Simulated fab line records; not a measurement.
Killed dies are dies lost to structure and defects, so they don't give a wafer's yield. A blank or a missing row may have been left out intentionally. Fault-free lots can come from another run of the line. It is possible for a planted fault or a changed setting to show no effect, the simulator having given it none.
Code-filled problem report in 8D (eight disciplines) form ; flow gf180mcu ; the parts of the form that need people (team, actions taken, sign-off) are left out

## 1. WHAT WENT WRONG
Wafers free of any fault read 1562 (standard deviation 25) for MVSD_TW at GF_MVSD_TW_MEAS_11, against a mean of 1828 on 12 wafers of 4 lots. Measured from the usual mean, that is +11 standard deviations.
First observed at day 6 14:44: wafer L284.3, on film-metro-02. Wafers with a number at this step in the record: 39, from 13 lots. By rule, "out" or "out of limits" means more than 4 standard deviations away from the usual mean. Any other wafer with a number is counted as sound.

## 2. WHAT THIS IS AND IS NOT
question;is;is not
which readings at this step;MVSD_TW;-
which lots;L284, L285, L287, L288;L275, L278, L279, L280, L286, L293, L295, L297, L298
which wafers of those lots;all that have a number;-
read on which gauges;film-metro-02, film-metro-04;-
when;from day 6 14:44;"up to then (12 sound wafers); but 15 sound wafers of L286, L293, L295, L297, L298 came after"

## 3. WHAT RULES OUT EACH SUSPECT
Counting: a tool at any process step up to the reading remains a suspect when it ran all the lots that are out and ran no sound lot after the first of those.
- the gauge at GF_MVSD_TW_MEAS_11: ruled out. 2 gauges (film-metro-02, film-metro-04) read the wafers that are out.
- implanter-03 at GF_MVSD_IMPLANT_08: ruled out as a lasting fault. After its first lot that is out, L284 (day 6 14:22), sound lots L298 ran on it.
Left after counting: nothing in the record.

## 4. THE CAUSE (what the simulator had put in)
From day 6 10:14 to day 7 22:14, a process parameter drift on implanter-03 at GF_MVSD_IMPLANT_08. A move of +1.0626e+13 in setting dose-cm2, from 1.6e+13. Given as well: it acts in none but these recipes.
The count ruled it out by mistake, since the rule takes a fault to strike every lot its tool runs from the start of the fault on, and this one did not do so.

## 5. THE CHAIN OF EFFECTS, in route order
Each row: a reading whose mean over the struck wafers that have a number lies more than 3 standard deviations from the usual. Readings are gone through only where the record gives a usual standard deviation; hours: the median, over the lots, of the time from a lot's start at the first step in this table giving one to that lot's start at this step; sigmas: the change measured in usual standard deviations.
hours;step;reading;usual;on struck wafers;change;sigmas
0;GF_MVSD_IMPLANT_08;dose-ions-cm2;1.5997e+13;2.6620e+13;+1.0623e+13;+99 or more
0;GF_MVSD_IMPLANT_08;faraday-current-uA;90.4;149.7;+59.3;+33
0;GF_MVSD_TW_MEAS_11;MVSD_TW;1562;1828;+266;+11
84;GF_VT_IMPLANT_RS_MEAS_46;MVSD_RS;457.0 ohm/sq;361.2;-95.8;-96
It contains these process steps:
- GF_MVSD_IMPLANT_08
At these later measuring or inspecting steps, every struck wafer for which the step has a row has a number for every such reading, and none has moved that far: GF_MVPSD_OVL_MEAS_07, GF_CONTACT_BOW_MEAS_05, GF_M1_RS_MEAS_05.

## 6. HOW IT WOULD HAVE BEEN CAUGHT EARLIER
The first out-of-limits reading at a measuring or inspecting step in this record came at day 6 14:44, 4 hours after the fault's start at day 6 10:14.
The tool's own readings at GF_MVSD_IMPLANT_08 were out on every struck wafer that the step has a row for (dose-ions-cm2, faraday-current-uA): an alarm limit on them would have fired on the first of those.
